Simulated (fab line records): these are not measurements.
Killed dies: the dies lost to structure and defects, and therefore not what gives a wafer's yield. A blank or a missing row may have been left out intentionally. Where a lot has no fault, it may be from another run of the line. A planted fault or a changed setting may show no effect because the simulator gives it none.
Which tool is to blame? ; flow gf180mcu ; Sampling: 14 lots, 42 wafers, 4 of 602 route steps

WHAT THE GAUGES SHOWED, per wafer
GF_STI_THK_MEAS_22. Usual: STI_OXIDATION_01_THK gives 15.16 nm (standard deviation 0.28).
lot;measured;on;STI_OXIDATION_01_THK (nm);flag
L793;day 2 02:56;film metro-03;14.56 14.62 14.47;
L794;day 2 09:29;film metro-03;14.97 15.02 14.99;
L797;day 2 23:53;film metro-01;15.62 15.14 15.46;
L798;day 3 09:38;film metro-02;14.94 14.84 14.86;
L799;day 3 10:18;film metro-03;14.87 15.03 14.89;
L800;day 3 15:34;film metro-01;14.93 14.81 14.82;
L806;day 4 21:53;film metro-03;15.18 15.38 14.99;
L807;day 5 03:56;film metro-01;14.95 15.07 15.05;
L808;day 5 09:19;film metro-02;15.50 15.56 15.50;
L809;day 5 13:31;film metro-01;15.24 15.62 15.58;
L813;day 6 10:18;film metro-01;15.28 14.94 15.33;
L814;day 6 17:39;film metro-03;15.28 15.35 15.25;
L815;day 6 20:23;film metro-01;15.22 15.05 15.22;
L816;day 7 02:13;film metro-02;15.54 15.21 15.31;

GF_VT_IMPLANT_OVL_MEAS_29. Usual: VT_IMPLANT_02_OVL gives -0.6 nm (standard deviation 1.3).
lot;measured;on;VT_IMPLANT_02_OVL (nm);flag
L793;day 6 21:28;overlay-01;0.3 0.7 0.8;
L794;day 7 07:35;overlay-02;-0.7 -1.5 -1.0;
L797;day 7 22:59;overlay-01;-0.5 -2.0 -1.8;
L798;day 8 07:14;overlay-02;-0.7 -0.8 2.2;
L799;day 8 09:38;overlay-01;0.4 1.4 1.7;
L800;day 8 12:11;overlay-02;-1.5 -1.6 -1.7;
L806;day 9 21:11;overlay-02;-0.8 -1.2 -3.4;
L807;day 10 00:44;overlay-02;-0.7 -1.4 0.7;
L808;day 10 10:13;overlay-02;0.3 -0.7 -0.1;
L809;day 10 14:05;overlay-01;0.5 1.0 -0.3;
L813;day 11 15:47;overlay-01;-1.6 0.1 -0.2;
L814;day 12 00:37;overlay-01;0.3 1.2 0.0;
L815;day 12 03:52;overlay-02;-1.4 0.3 -0.4;
L816;day 12 12:26;overlay-02;-2.5 -0.7 -0.4;

GF_VT_IMPLANT_OVL_MEAS_40. Usual: VT_IMPLANT_03_OVL gives 1.9 nm (standard deviation 1.2).
lot;measured;on;VT_IMPLANT_03_OVL (nm);flag
L793;day 7 12:32;overlay-02;3.2 2.5 0.9;
L794;day 7 22:46;overlay-01;1.2 2.4 1.9;
L797;day 8 10:59;overlay-02;2.0 2.3 4.8;
L798;day 8 17:11;overlay-02;0.1 1.0 0.6;
L799;day 8 20:30;overlay-01;0.5 1.1 1.0;
L800;day 9 00:07;overlay-02;-0.7 1.0 1.6;
L806;day 10 15:10;overlay-01;0.8 0.8 1.1;
L807;day 10 19:08;overlay-02;0.7 1.1 1.0;
L808;day 11 05:19;overlay-02;1.7 1.2 1.3;
L809;day 11 08:44;overlay-02;2.5 4.1 4.4;
L813;day 12 11:23;overlay-01;2.2 1.9 2.5;
L814;day 12 20:47;overlay-02;1.1 3.5 1.9;
L815;day 13 00:01;overlay-01;3.6 2.9 1.6;
L816;day 13 07:44;overlay-02;2.9 1.5 1.9;

WHAT TOOL EACH LOT RAN ON (gives the tool, then ch and the chambers of the sampled wafers, and finally the start)
lot;GF_VT_IMPLANT_PEB_27
L793;litho track-04 ch 0, day 6 21:10
L794;litho track-01 ch 0, day 7 07:19
L797;litho track-01 ch 0, day 7 22:43
L798;litho track-01 ch 0, day 8 06:56
L799;litho track-03 ch 0, day 8 09:24
L800;litho track-01 ch 0, day 8 11:55
L806;litho track-03 ch 0, day 9 20:54
L807;litho track-01, day 10 00:28
L808;litho track-04, day 10 09:55
L809;litho track-01 ch 0, day 10 13:49
L813;litho track-03 ch 0, day 11 15:31
L814;litho track-04 ch 0, day 12 00:20
L815;litho track-04 ch 0, day 12 03:34
L816;litho track-04 ch 0, day 12 12:10
- GF_VT_IMPLANT_PEB_27

AS READ BY THE TOOLS THEMSELVES (means over the sampled wafers that have a number; for cases with no such wafer, the mark the record gives instead)
GF_VT_IMPLANT_PEB_27. Usual: exhaust pa 45.0 Pa, standard deviation 0.93.
lot;tool;exhaust pa (Pa);flag
L793;litho track-04;44.7;
L794;litho track-01;46.4;
L797;litho track-01;44.7;
L798;litho track-01;45.6;
L799;litho track-03;42.9;
L800;litho track-01;44.8;
L806;litho track-03;45.2;
L807;litho track-01;-;OFF
L808;litho track-04;-;OFF
L809;litho track-01;45.5;
L813;litho track-03;44.4;
L814;litho track-04;43.6;
L815;litho track-04;45.8;
L816;litho track-04;44.5;

THE ANSWER, worked out from the rows above alone
Rule: lot off if the mean of its wafers having a number is beyond 3 standard deviations from the usual mean. Also off: a lot with no number at a reading for which 4 or more lots have one. The other lots that the step has rows for count as sound. Order of review: gauges by route order, followed by the tools' own readings, for which a lot's mean as printed above is used. At the first step where some lot is off, the reading lying furthest off is the one used; lots without a number count as furthest.
Off, at GF_VT_IMPLANT_PEB_27 on exhaust pa: L807, L808. Without a number there: L807, L808.
A tool fits if, at that step or a process step before it, it ran every lot that is off, and no sound lot after the first of them. None of those tried fits.

WHAT THE SIMULATOR HAD INSERTED
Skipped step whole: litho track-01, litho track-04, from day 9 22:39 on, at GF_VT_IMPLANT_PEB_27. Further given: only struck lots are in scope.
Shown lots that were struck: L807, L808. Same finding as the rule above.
